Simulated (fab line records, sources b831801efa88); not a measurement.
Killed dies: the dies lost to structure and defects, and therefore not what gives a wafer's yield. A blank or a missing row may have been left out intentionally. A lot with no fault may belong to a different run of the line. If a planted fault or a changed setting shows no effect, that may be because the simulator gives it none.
The tool behind it: which one? | flow sky130 | 9 lots, 27 wafers sampled, at 5 steps of a route of 708

WHAT EACH GAUGE READ, for each wafer
SKY_METAL2_RS_MEAS_05: measures by four-point-probe. Usual: METAL2_ALCU_RS gives 0.1264 ohm/sq (standard deviation 0.0017).
lot  | measured     | on            | METAL2_ALCU_RS (ohm/sq) | flag
L326 | day 35 10:01 | film-metro-03 | 0.1275 0.1293 0.1287    |
L325 | day 35 11:08 | film-metro-03 | 0.1283 0.1279 0.1255    |
L329 | day 36 07:59 | film-metro-01 | 0.1260 0.1257 0.1245    |
L330 | day 36 19:34 | film-metro-03 | 0.1284 0.1284 0.1270    |
L331 | day 36 22:55 | film-metro-03 | 0.1265 0.1280 0.1274    |
L333 | day 37 10:58 | film-metro-03 | 0.1230 0.1236 0.1240    |
L335 | day 38 01:51 | film-metro-01 | 0.1276 0.1290 0.1289    |
L340 | day 39 12:19 | film-metro-01 | 0.1664 0.1289 0.1271    | OFF
L348 | day 41 19:43 | film-metro-04 | 0.1226 0.1227 0.1229    |

SKY_METAL2_THK_MEAS_06: measures by xrf. Usual: METAL2_ALCU_THK gives 254 nm (standard deviation 3.6).
lot  | measured     | on            | METAL2_ALCU_THK (nm) | flag
L326 | day 35 10:08 | film-metro-03 | 255 251 251          |
L325 | day 35 11:15 | film-metro-03 | 252 250 258          |
L329 | day 36 08:05 | film-metro-01 | 252 256 256          |
L330 | day 36 19:40 | film-metro-03 | 248 249 252          |
L331 | day 36 23:02 | film-metro-03 | 254 249 252          |
L333 | day 37 11:05 | film-metro-03 | 263 260 258          |
L335 | day 38 01:58 | film-metro-01 | 250 248 249          |
L340 | day 39 12:26 | film-metro-01 | 192 251 252          | OFF
L348 | day 41 19:48 | film-metro-04 | 263 263 262          |

SKY_METAL2_OVL_MEAS_16. Usual: METAL2_OVL gives -7 nm (standard deviation 5).
lot  | measured     | on         | METAL2_OVL (nm) | flag
L326 | day 36 13:10 | overlay-02 | -10 -18 -14     |
L325 | day 36 13:37 | overlay-02 | -13 -4 -11      |
L329 | day 37 10:59 | overlay-02 | -14 -14 -10     |
L330 | day 37 21:29 | overlay-01 | 0 -5 -11        |
L331 | day 38 01:34 | overlay-02 | -8 0 -4         |
L333 | day 38 13:13 | overlay-02 | -2 0 -9         |
L335 | day 39 03:55 | overlay-02 | -11 -9 -15      |
L340 | day 40 14:01 | overlay-02 | -8 -4 -10       |
L348 | day 42 19:50 | overlay-02 | -8 -7 -7        |

WHAT TOOL EACH LOT RAN ON (gives the tool, then ch and the chambers of the sampled wafers, and finally the start)
lot  | SKY_METAL1_ETCH_18                | SKY_METAL2_SPUTTER_02
L326 | rie-metal-03 ch 0,1, day 34 03:50 | pvd-sputter-02, day 35 09:55
L325 | rie-metal-04 ch 0,1, day 34 05:20 | pvd-sputter-01, day 35 11:02
L329 | rie-metal-03 ch 0,1, day 35 02:35 | pvd-sputter-04, day 36 07:52
L330 | rie-metal-01 ch 0,1, day 35 11:46 | pvd-sputter-01, day 36 19:26
L331 | rie-metal-01 ch 0,1, day 35 16:29 | pvd-sputter-01, day 36 22:50
L333 | rie-metal-03 ch 0,1, day 36 04:26 | pvd-sputter-04, day 37 10:52
L335 | rie-metal-01 ch 0,1, day 36 20:35 | pvd-sputter-01, day 38 01:46
L340 | rie-metal-01 ch 0,1, day 38 07:20 | pvd-sputter-01, day 39 12:13
L348 | rie-metal-04 ch 0,1, day 40 14:58 | pvd-sputter-04, day 41 19:33
- SKY_METAL1_ETCH_18: etches BARC in N2/H2, stops on SiO2, time 45.9 s, target depth 60 nm.
- SKY_METAL2_SPUTTER_02: material AlCu, target thk 250 nm, time 13.3 s.

AS READ BY THE TOOLS THEMSELVES (means over the sampled wafers that have a number; for cases with no such wafer, the mark the record gives instead)
SKY_METAL1_ETCH_18. Usual: drypump-motor-current-A 5.5 A, standard deviation 0.38; he-backside-leak-sccm 3.42 sccm, standard deviation 0.2; n2-flow-sccm 100.00 sccm, standard deviation 0.29; oes-product-au 0.855 a.u., standard deviation 0.0049; throttle-valve-pct 13.225 %, standard deviation 0.0082.
lot  | tool         | drypump-motor-current-A (A) | he-backside-leak-sccm (sccm) | n2-flow-sccm (sccm) | oes-product-au (a.u.) | throttle-valve-pct (%) | flag
L326 | rie-metal-03 | 5.2                         | 3.43                         | 100.02              | 0.853                 | 13.225                 |
L325 | rie-metal-04 | 6.1                         | 3.38                         | 99.86               | 0.856                 | 13.220                 |
L329 | rie-metal-03 | 5.1                         | 3.24                         | 100.32              | 0.856                 | 13.230                 |
L330 | rie-metal-01 | 5.5                         | 3.39                         | 100.04              | 0.858                 | 13.228                 |
L331 | rie-metal-01 | 5.7                         | 3.35                         | 100.20              | 0.854                 | 13.225                 |
L333 | rie-metal-03 | 5.2                         | 3.25                         | 100.02              | 0.852                 | 13.230                 |
L335 | rie-metal-01 | 5.7                         | 3.43                         | 100.33              | 0.857                 | 13.216                 |
L340 | rie-metal-01 | 5.6                         | 3.46                         | 99.70               | 0.854                 | 13.226                 |
L348 | rie-metal-04 | 6.1                         | 3.34                         | 99.77               | 0.856                 | 13.222                 |

SKY_METAL2_SPUTTER_02. Usual: chamber-pressure-pa 0.4000 Pa, standard deviation 0.00078; throttle-valve-pct 30.1 %, standard deviation 1.
lot  | tool           | chamber-pressure-pa (Pa) | throttle-valve-pct (%) | flag
L326 | pvd-sputter-02 | 0.4010                   | 30.5                   |
L325 | pvd-sputter-01 | 0.3997                   | 30.2                   |
L329 | pvd-sputter-04 | 0.4002                   | 31.3                   |
L330 | pvd-sputter-01 | 0.4002                   | 29.8                   |
L331 | pvd-sputter-01 | 0.4002                   | 30.2                   |
L333 | pvd-sputter-04 | 0.3998                   | 30.8                   |
L335 | pvd-sputter-01 | 0.4000                   | 28.8                   |
L340 | pvd-sputter-01 | 0.3992                   | 30.3                   |
L348 | pvd-sputter-04 | 0.4004                   | 30.4                   |

THE ANSWER, worked out from the rows above alone
Rule: take the mean of a lot's wafers that have a number; if it is more than 3 standard deviations from the usual mean, the lot is off. A lot without any number at a reading at which 4 lots or more have one is off too. All remaining lots with rows at the step are treated as sound. First the gauges in route order, then the tools' own readings, where a lot's mean is used as printed above. At the first step where some lot is off, the reading lying furthest off is the one used; lots without a number count as furthest.
Off: L340, at SKY_METAL2_RS_MEAS_05 (METAL2_ALCU_RS).
A tool fits if, at a process step before that reading, it ran every lot that is off, and no sound lot after the first of them. The gauges at SKY_METAL2_RS_MEAS_05 are tried like those tools. Can't be told from this: 3 tools fit, rie-metal-01 at SKY_METAL1_ETCH_18, pvd-sputter-01 at SKY_METAL2_SPUTTER_02, film-metro-01 at SKY_METAL2_RS_MEAS_05.

WHAT WAS PUT IN BY THE SIMULATOR
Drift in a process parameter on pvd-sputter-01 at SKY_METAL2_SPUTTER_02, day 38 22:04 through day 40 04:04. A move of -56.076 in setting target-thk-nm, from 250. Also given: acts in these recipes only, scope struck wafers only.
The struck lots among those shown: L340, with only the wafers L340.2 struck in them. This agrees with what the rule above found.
